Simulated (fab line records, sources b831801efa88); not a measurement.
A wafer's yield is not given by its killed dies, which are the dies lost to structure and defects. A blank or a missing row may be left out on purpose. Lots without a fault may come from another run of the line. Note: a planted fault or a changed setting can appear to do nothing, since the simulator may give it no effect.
The tool behind it: which one? || flow sky130 || 18 wafers from 6 lots sampled at 2 of the route's 708 steps

## WHAT EACH GAUGE READ, for each wafer
SKY_VT_ADJUST_LVTN_TW_MEAS_21.
{"lot": "L376", "measured": "day 8 02:00", "on": "film_metro-03", "VT_ADJUST_LVTN_2_TW": "186.7 186.8 186.2"}
{"lot": "L378", "measured": "day 8 11:47", "on": "film_metro-02", "VT_ADJUST_LVTN_2_TW": "187.3 186.8 188.0"}
{"lot": "L381", "measured": "day 9 12:56", "on": "film_metro-03", "VT_ADJUST_LVTN_2_TW": "187.2 186.4 187.7"}
{"lot": "L386", "measured": "day 10 18:35", "on": "film_metro-02", "VT_ADJUST_LVTN_2_TW": "188.9 188.9 188.6"}
{"lot": "L394", "measured": "day 13 17:40", "on": "film_metro-02", "VT_ADJUST_LVTN_2_TW": "187.7 188.0 188.7"}
{"lot": "L396", "measured": "day 13 23:05", "on": "film_metro-03", "VT_ADJUST_LVTN_2_TW": "189.8 189.1 189.0"}

## EACH LOT AND THE TOOL THAT RAN IT (in order: tool; ch and the chambers of the sampled wafers; start)
{"lot": "L376", "SKY_VT_ADJUST_LVTN_IMPLANT_19": "implanter-03 ch 0, day 8 01:45"}
{"lot": "L378", "SKY_VT_ADJUST_LVTN_IMPLANT_19": "implanter-03 ch 0, day 8 11:33"}
{"lot": "L381", "SKY_VT_ADJUST_LVTN_IMPLANT_19": "implanter-03 ch 0, day 9 12:43"}
{"lot": "L386", "SKY_VT_ADJUST_LVTN_IMPLANT_19": "implanter-01 ch 0, day 10 18:21"}
{"lot": "L394", "SKY_VT_ADJUST_LVTN_IMPLANT_19": "implanter-04 ch 0, day 13 17:25"}
{"lot": "L396", "SKY_VT_ADJUST_LVTN_IMPLANT_19": "implanter-04 ch 0, day 13 22:52"}
- SKY_VT_ADJUST_LVTN_IMPLANT_19

## THE ANSWER, worked out from the rows above alone
Rule: usual is defined by the lots themselves. Put in order of their means at a reading, lots are off if they are a third of the lots or fewer, leave a main group of 4 or more, and stand apart from it by a gap of 3 or more times the standard deviation of the main group's means; of several such gaps the widest counts. Not used: any main group whose means are identical at the precision the tables above print for the reading. A lot without any number at a reading at which 4 lots or more have one is off too. Where the step has rows for the other lots, those lots are counted as sound.
No lot is off at any reading shown: from this, nothing can be told.

## WHAT THE SIMULATOR HAD INSERTED
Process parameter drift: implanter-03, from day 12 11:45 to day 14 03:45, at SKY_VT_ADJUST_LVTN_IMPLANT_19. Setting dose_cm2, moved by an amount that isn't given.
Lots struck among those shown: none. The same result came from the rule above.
